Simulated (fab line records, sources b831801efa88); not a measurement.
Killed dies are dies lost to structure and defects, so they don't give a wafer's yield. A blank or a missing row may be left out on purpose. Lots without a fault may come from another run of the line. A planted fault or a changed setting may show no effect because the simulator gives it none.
A struck lot beside a sound one | flow sky130 | 16 steps out of a route of 708
Sound: wafers L845.1, L845.2, L845.3. Struck: wafers L836.1, L836.4, L836.5. The cause comes at the end.
At each step with rows: each side's tool, then ch and its chambers, then its first start. Under that, the readings that differ: sound wafers | struck wafers | difference of the means | sigmas: that difference in standard deviations of wafers without a fault.
alike: readings whose means differ by less than 2 such deviations, and words and numbers that are the same on both sides. not compared: withheld readings, readings that some wafer has no value for, bounds like >300 that may hide the same value, and numbers for which the record gives no deviation and whose values overlap.
The two part at a step that has a row with sigmas, a row that says differs or no value, or rows on one side only. Numbers that don't overlap but have no deviation are shown without sigmas and don't part them. A reading that every wafer of one side lacks parts them only if that side has two wafers or more.

first, 5 steps without rows for these wafers: SKY_SONOS_TUNNEL_COAT_02 (resist thk 1140 nm); SKY_SONOS_TUNNEL_SOFTBAKE_03 (time 60 s); SKY_SONOS_TUNNEL_EXPOSE_04 (exposes mask TUNM, target cd 410 nm); SKY_SONOS_TUNNEL_PEB_05; SKY_SONOS_TUNNEL_DEVELOP_06 (develop time 60 s).
SKY_SONOS_TUNNEL_CD_MEAS_07: target cd 410 nm.
  sound on cd_sem-01, day 15 04:59; struck on cd_sem-02, day 12 10:02
  alike: cd_nm
SKY_SONOS_TUNNEL_OVL_MEAS_08:
  sound on overlay-02, day 15 05:07; struck on overlay-01, day 12 10:09
  alike: SONOS_TUNNEL_OVL
then, 3 steps without rows for these wafers: SKY_SONOS_TUNNEL_IMPLANT_09; SKY_SONOS_TUNNEL_WET_ETCH_10 (etches SiO2 in dHF, target depth 14 nm, time 280 s); SKY_SONOS_TUNNEL_STRIP_11 (strips in SPM, time 600 s).
SKY_SONOS_TUNNEL_TW_MEAS_12:
  sound on film_metro-04, day 15 05:33; struck on film_metro-04, day 12 10:36
  reading         | sound             | struck            | difference | sigmas
  SONOS_TUNNEL_TW | 197.1 197.5 197.1 | 199.9 198.2 200.1 | +2.2       | +2
then, 1 step without rows for these wafers: SKY_SONOS_TUNNEL_CLEAN_13 (cleans in dHF, time 20 s).
SKY_SONOS_ONO_OXIDATION_00: stabilise 600 s, purge 300 s, target thk 2.6 nm.
  sound on furnace-02 ch 0, day 15 06:53; struck on furnace-01 ch 0, day 12 12:06
  reading                                          | sound                | struck             | difference | sigmas
  spike_tc_bottom_C (C)                            | 820.4 820.1 820.0    | 847.0 847.5 848.5  | +27.5      | +23
  spike_tc_centre_C (C)                            | 802.6 801.8 802.9    | 827.8 826.9 828.3  | +25.2      | +23
  spike_tc_lower_C (C)                             | 799.2 798.7 800.0    | 827.1 827.4 829.5  | +28.7      | +29
  spike_tc_top_C (C)                               | 812.6 810.9 810.0    | 838.3 837.1 837.1  | +26.3      | +27
  spike_tc_upper_C (C)                             | 802.2 800.7 800.5    | 828.0 827.0 827.7  | +26.4      | +29
  tube_center_temp_C (C)                           | 800.07 799.91 800.07 | 826.87 826.8 826.9 | +26.84     | +99 or more
  tube_center_temp_C_max                           | 802.6 802.0 802.1    | 829.2 828.7 828.7  | +26.6      | +83
  zone_power_top_pct (%)                           | 26.34 26.65 26.17    | 27.62 27.99 27.86  | +1.44      | +5
  model.SiO2_of_SONOS_ONO_OXIDATION_00.thk_nm (nm) | 2.581 2.596 2.616    | 3.722 3.809 3.787  | +1.175     |
SKY_SONOS_ONO_THK_MEAS_01:
  sound on film_metro-03, day 15 08:14; struck on film_metro-04, day 12 13:27
  reading                      | sound          | struck         | difference | sigmas
  SONOS_ONO_OXIDATION_THK (nm) | 2.55 2.63 2.65 | 3.71 3.83 3.80 | +1.17      | +24
then, 1 step without rows for these wafers: SKY_SONOS_ONO_CVD_02 (deposits Si3N4 from DCS/NH3, target thk 10.5 nm, time 180 s).
-- the record jumps here: 34 days lie between the struck wafers' starts before and after (it left off in module SONOS_ONO and takes up again in module PAD_OPEN, whose first step shown is number 708 of the route) --
SKY_PAD_OPEN_PROBE_99:
  sound on prober-02, day 48 16:49; struck on prober-01, day 46 14:27
  reading                                     | sound                | struck                 | difference | sigmas
  model.etest.sonos_erased.drive_ua_um        | 190.9 162.8 221.9    | 18.93 18.16 19.18      | -173.11    |
  model.etest.sonos_uncharged.r_on_ohm_um     | 803.2 804.7 803      | 866.1 871.4 873.9      | +66.8      |
  model.etest.sonos_programmed.off_log10_a_um | -13.95 -13.97 -13.88 | -10.74 -7.925 -9.011   | +4.71      |
  model.etest.sonos_erased.vt_v (V)           | -2.321 -2.32 -2.342  | -0.352 -0.3467 -0.3821 | +1.967     |
  model.etest.cap_ono.gate_log10_a_cm2        | -7.715 -7.687 -7.89  | -9.259 -9.568 -9.586   | -1.707     |
  model.etest.cap_ono.gate_bv_v (V)           | 16.13 15.77 16.58    | 17.26 17.87 17.43      | +1.36      |
  model.etest.cap_ono.tox_acc_nm (nm)         | 12.79 12.65 12.8     | 13.98 14.09 14.11      | +1.31      |
  model.etest.sonos_programmed.vt_v (V)       | 1.497 1.559 1.538    | 0.6511 0.3369 0.4457   | -1.0534    |
  alike: killed_at_M0_to_M3, killed_at_M4_up, killed_at_contacts, killed_at_front_end, killed_at_other, killed_dies, killed_open, killed_short

WHERE THEY PART
First at SKY_SONOS_TUNNEL_TW_MEAS_12; last, within this record, at SKY_SONOS_ONO_THK_MEAS_01. Later steps at which nothing parts them and some readings are alike: SKY_PAD_OPEN_PROBE_99.

WHY: what the simulator had put in
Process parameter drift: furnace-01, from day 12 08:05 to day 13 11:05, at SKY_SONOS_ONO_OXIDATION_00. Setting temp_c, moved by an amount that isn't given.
